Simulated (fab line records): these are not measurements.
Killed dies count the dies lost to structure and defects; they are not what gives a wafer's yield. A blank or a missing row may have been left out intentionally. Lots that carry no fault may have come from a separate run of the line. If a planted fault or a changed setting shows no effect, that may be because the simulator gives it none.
The tool behind it: which one? / flow sky130 / 11 lots with 33 wafers sampled at 5 steps, on a route of 708 steps

## WHAT THE GAUGES READ, wafer by wafer
SKY_CONTACT_RS_MEAS_25: the measuring method here is four-point-probe. Usual: CONTACT_W_RS typically reads 0.340 ohm/sq, with standard deviation 0.0041.
lot=L254; measured=day 30 22:23; on=film-metro-03; CONTACT_W_RS (ohm/sq)=0.334 0.336 0.341; flag=
lot=L255; measured=day 32 00:20; on=film-metro-03; CONTACT_W_RS (ohm/sq)=0.343 0.338 0.339; flag=
lot=L258; measured=day 32 23:39; on=film-metro-02; CONTACT_W_RS (ohm/sq)=0.337 0.333 0.339; flag=
lot=L257; measured=day 33 03:25; on=film-metro-03; CONTACT_W_RS (ohm/sq)=0.339 0.339 0.340; flag=
lot=L260; measured=day 34 14:46; on=film-metro-02; CONTACT_W_RS (ohm/sq)=0.347 0.345 0.345; flag=
lot=L263; measured=day 34 21:26; on=film-metro-03; CONTACT_W_RS (ohm/sq)=0.344 0.342 0.343; flag=
lot=L265; measured=day 36 20:03; on=film-metro-02; CONTACT_W_RS (ohm/sq)=0.343 0.342 0.342; flag=
lot=L269; measured=day 37 01:08; on=film-metro-03; CONTACT_W_RS (ohm/sq)=0.284 0.280 0.284; flag=OFF
lot=L271; measured=day 37 01:51; on=film-metro-02; CONTACT_W_RS (ohm/sq)=0.279 0.280 0.278; flag=OFF
lot=L272; measured=day 37 05:55; on=film-metro-02; CONTACT_W_RS (ohm/sq)=0.333 0.330 0.331; flag=
lot=L276; measured=day 38 12:23; on=film-metro-03; CONTACT_W_RS (ohm/sq)=0.340 0.337 0.339; flag=

SKY_CONTACT_THK_MEAS_26: measures by xrf. Usual: CONTACT_W_THK typically reads 339 nm, with standard deviation 5.8.
lot=L254; measured=day 30 22:30; on=film-metro-03; CONTACT_W_THK (nm)=351 349 346; flag=
lot=L255; measured=day 32 00:27; on=film-metro-03; CONTACT_W_THK (nm)=337 341 340; flag=
lot=L258; measured=day 32 23:46; on=film-metro-02; CONTACT_W_THK (nm)=341 343 338; flag=
lot=L257; measured=day 33 03:32; on=film-metro-03; CONTACT_W_THK (nm)=342 345 342; flag=
lot=L260; measured=day 34 14:53; on=film-metro-02; CONTACT_W_THK (nm)=335 337 335; flag=
lot=L263; measured=day 34 21:33; on=film-metro-03; CONTACT_W_THK (nm)=338 338 340; flag=
lot=L265; measured=day 36 20:10; on=film-metro-02; CONTACT_W_THK (nm)=335 336 335; flag=
lot=L269; measured=day 37 01:15; on=film-metro-03; CONTACT_W_THK (nm)=411 415 409; flag=OFF
lot=L271; measured=day 37 01:58; on=film-metro-02; CONTACT_W_THK (nm)=416 411 422; flag=OFF
lot=L272; measured=day 37 06:01; on=film-metro-02; CONTACT_W_THK (nm)=349 354 351; flag=
lot=L276; measured=day 38 12:30; on=film-metro-03; CONTACT_W_THK (nm)=341 343 343; flag=

## WHAT TOOL EACH LOT RAN ON (gives the tool, then ch and the chambers of the sampled wafers, and finally the start)
lot=L254; SKY_LI_CONTACT_CMP_24=cmp-02 ch 1,2,3, day 28 11:54; SKY_CONTACT_SPUTTER_23=pvd-sputter-01, day 30 22:13; SKY_CONTACT_CVD_24=cvd-w-02 ch 0,1, day 30 22:16
lot=L255; SKY_LI_CONTACT_CMP_24=cmp-02 ch 1,2,3, day 29 13:36; SKY_CONTACT_SPUTTER_23=pvd-sputter-04, day 32 00:10; SKY_CONTACT_CVD_24=cvd-w-01 ch 0,1, day 32 00:13
lot=L258; SKY_LI_CONTACT_CMP_24=cmp-02 ch 0,1,3, day 30 12:25; SKY_CONTACT_SPUTTER_23=pvd-sputter-04, day 32 23:28; SKY_CONTACT_CVD_24=cvd-w-02 ch 0,1, day 32 23:31
lot=L257; SKY_LI_CONTACT_CMP_24=cmp-01 ch 1,2,3, day 30 17:48; SKY_CONTACT_SPUTTER_23=pvd-sputter-01, day 33 03:14; SKY_CONTACT_CVD_24=cvd-w-01 ch 0,1, day 33 03:18
lot=L260; SKY_LI_CONTACT_CMP_24=cmp-02 ch 0,1,3, day 32 04:51; SKY_CONTACT_SPUTTER_23=pvd-sputter-01, day 34 14:36; SKY_CONTACT_CVD_24=cvd-w-01 ch 0,1, day 34 14:40
lot=L263; SKY_LI_CONTACT_CMP_24=cmp-02 ch 0,3, day 32 12:47; SKY_CONTACT_SPUTTER_23=pvd-sputter-04, day 34 21:16; SKY_CONTACT_CVD_24=cvd-w-01 ch 0,1, day 34 21:19
lot=L265; SKY_LI_CONTACT_CMP_24=cmp-01 ch 2,3, day 34 12:28; SKY_CONTACT_SPUTTER_23=pvd-sputter-04, day 36 19:53; SKY_CONTACT_CVD_24=cvd-w-01 ch 0,1, day 36 19:56
lot=L269; SKY_LI_CONTACT_CMP_24=cmp-02 ch 1,3, day 34 17:26; SKY_CONTACT_SPUTTER_23=pvd-sputter-03, day 37 00:57; SKY_CONTACT_CVD_24=cvd-w-01 ch 0,1, day 37 01:01
lot=L271; SKY_LI_CONTACT_CMP_24=cmp-01 ch 0,1, day 34 18:26; SKY_CONTACT_SPUTTER_23=pvd-sputter-04, day 37 01:39; SKY_CONTACT_CVD_24=cvd-w-01 ch 0,1, day 37 01:43
lot=L272; SKY_LI_CONTACT_CMP_24=cmp-02 ch 2,3, day 34 21:21; SKY_CONTACT_SPUTTER_23=pvd-sputter-04, day 37 05:42; SKY_CONTACT_CVD_24=cvd-w-02 ch 0,1, day 37 05:47
lot=L276; SKY_LI_CONTACT_CMP_24=cmp-01 ch 0,2, day 36 07:10; SKY_CONTACT_SPUTTER_23=pvd-sputter-01, day 38 12:13; SKY_CONTACT_CVD_24=cvd-w-02 ch 0,1, day 38 12:16
- SKY_LI_CONTACT_CMP_24: polishes, stops on PSG, t overpolish 20 s, target thk 0 nm.
- SKY_CONTACT_SPUTTER_23: material TiN, target thk 20 nm, time 80 s.
- SKY_CONTACT_CVD_24: deposits W, target thk 340 nm, time 102.12 s.

## AS READ BY THE TOOLS THEMSELVES (means over the sampled wafers that have a number; for cases with no such wafer, the mark the record gives instead)
SKY_LI_CONTACT_CMP_24. Usual: motor-current-A 12.0 A, standard deviation 1.8; overpolish-run-s 20.001 s, standard deviation 0.009; slurry-filter-dp-kPa 13.50 kPa, standard deviation 0.14; time-to-endpoint-s 104 s, standard deviation 3.8.
lot=L254; tool=cmp-02; motor-current-A (A)=12.1; overpolish-run-s (s)=20.002; slurry-filter-dp-kPa (kPa)=13.55; time-to-endpoint-s (s)=103; flag=
lot=L255; tool=cmp-02; motor-current-A (A)=12.1; overpolish-run-s (s)=20.007; slurry-filter-dp-kPa (kPa)=13.54; time-to-endpoint-s (s)=98; flag=
lot=L258; tool=cmp-02; motor-current-A (A)=11.5; overpolish-run-s (s)=20.010; slurry-filter-dp-kPa (kPa)=13.44; time-to-endpoint-s (s)=101; flag=
lot=L257; tool=cmp-01; motor-current-A (A)=11.8; overpolish-run-s (s)=19.997; slurry-filter-dp-kPa (kPa)=13.47; time-to-endpoint-s (s)=106; flag=
lot=L260; tool=cmp-02; motor-current-A (A)=11.7; overpolish-run-s (s)=20.003; slurry-filter-dp-kPa (kPa)=13.44; time-to-endpoint-s (s)=109; flag=
lot=L263; tool=cmp-02; motor-current-A (A)=12.1; overpolish-run-s (s)=20.003; slurry-filter-dp-kPa (kPa)=13.37; time-to-endpoint-s (s)=99; flag=
lot=L265; tool=cmp-01; motor-current-A (A)=12.4; overpolish-run-s (s)=20.007; slurry-filter-dp-kPa (kPa)=13.43; time-to-endpoint-s (s)=104; flag=
lot=L269; tool=cmp-02; motor-current-A (A)=10.7; overpolish-run-s (s)=19.996; slurry-filter-dp-kPa (kPa)=13.53; time-to-endpoint-s (s)=105; flag=
lot=L271; tool=cmp-01; motor-current-A (A)=9.3; overpolish-run-s (s)=19.991; slurry-filter-dp-kPa (kPa)=13.48; time-to-endpoint-s (s)=106; flag=
lot=L272; tool=cmp-02; motor-current-A (A)=12.8; overpolish-run-s (s)=20.002; slurry-filter-dp-kPa (kPa)=13.49; time-to-endpoint-s (s)=106; flag=
lot=L276; tool=cmp-01; motor-current-A (A)=12.7; overpolish-run-s (s)=20.003; slurry-filter-dp-kPa (kPa)=13.61; time-to-endpoint-s (s)=104; flag=

SKY_CONTACT_SPUTTER_23. Usual: 29.5 % for throttle-valve-pct, sd 1.2.
lot=L254; tool=pvd-sputter-01; throttle-valve-pct (%)=29.1; flag=
lot=L255; tool=pvd-sputter-04; throttle-valve-pct (%)=29.2; flag=
lot=L258; tool=pvd-sputter-04; throttle-valve-pct (%)=29.2; flag=
lot=L257; tool=pvd-sputter-01; throttle-valve-pct (%)=28.4; flag=
lot=L260; tool=pvd-sputter-01; throttle-valve-pct (%)=28.4; flag=
lot=L263; tool=pvd-sputter-04; throttle-valve-pct (%)=28.7; flag=
lot=L265; tool=pvd-sputter-04; throttle-valve-pct (%)=29.4; flag=
lot=L269; tool=pvd-sputter-03; throttle-valve-pct (%)=30.0; flag=
lot=L271; tool=pvd-sputter-04; throttle-valve-pct (%)=28.8; flag=
lot=L272; tool=pvd-sputter-04; throttle-valve-pct (%)=29.4; flag=
lot=L276; tool=pvd-sputter-01; throttle-valve-pct (%)=30.0; flag=

SKY_CONTACT_CVD_24. Usual: 909 W for heater-power-w, sd 69.
lot=L254; tool=cvd-w-02; heater-power-w (W)=924; flag=
lot=L255; tool=cvd-w-01; heater-power-w (W)=855; flag=
lot=L258; tool=cvd-w-02; heater-power-w (W)=944; flag=
lot=L257; tool=cvd-w-01; heater-power-w (W)=859; flag=
lot=L260; tool=cvd-w-01; heater-power-w (W)=917; flag=
lot=L263; tool=cvd-w-01; heater-power-w (W)=860; flag=
lot=L265; tool=cvd-w-01; heater-power-w (W)=865; flag=
lot=L269; tool=cvd-w-01; heater-power-w (W)=921; flag=
lot=L271; tool=cvd-w-01; heater-power-w (W)=910; flag=
lot=L272; tool=cvd-w-02; heater-power-w (W)=949; flag=
lot=L276; tool=cvd-w-02; heater-power-w (W)=952; flag=

## THE ANSWER, worked out from the rows above alone
Rule: a lot counts as off when the mean over its wafers that have a number is more than 3 standard deviations away from the usual mean. A lot without any number at a reading at which 4 lots or more have one is off too. All remaining lots with rows at the step are treated as sound. Order of review: gauges by route order, followed by the tools' own readings, for which a lot's mean as printed above is used. At the first step where some lot is off, the reading lying furthest off is the one used; lots without a number count as furthest.
Off: at SKY_CONTACT_RS_MEAS_25 (CONTACT_W_RS), L269, L271.
If a tool, at a process step before that reading, ran all the lots that are off and no sound lot after the first of them, it fits. Those tools and the gauges at SKY_CONTACT_RS_MEAS_25 are tried in the same way. One fits: cvd-w-01 at SKY_CONTACT_CVD_24. Its last sound lot is L265 (day 36 19:56), its first lot that is off L269 (day 37 01:01): a fault that began between those two fits.

## WHAT HAD BEEN PUT IN BY THE SIMULATOR
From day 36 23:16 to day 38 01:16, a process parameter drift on cvd-w-01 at SKY_CONTACT_CVD_24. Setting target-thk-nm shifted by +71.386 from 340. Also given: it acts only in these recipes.
Struck lots among those shown: L269, L271. The rule above found the same.
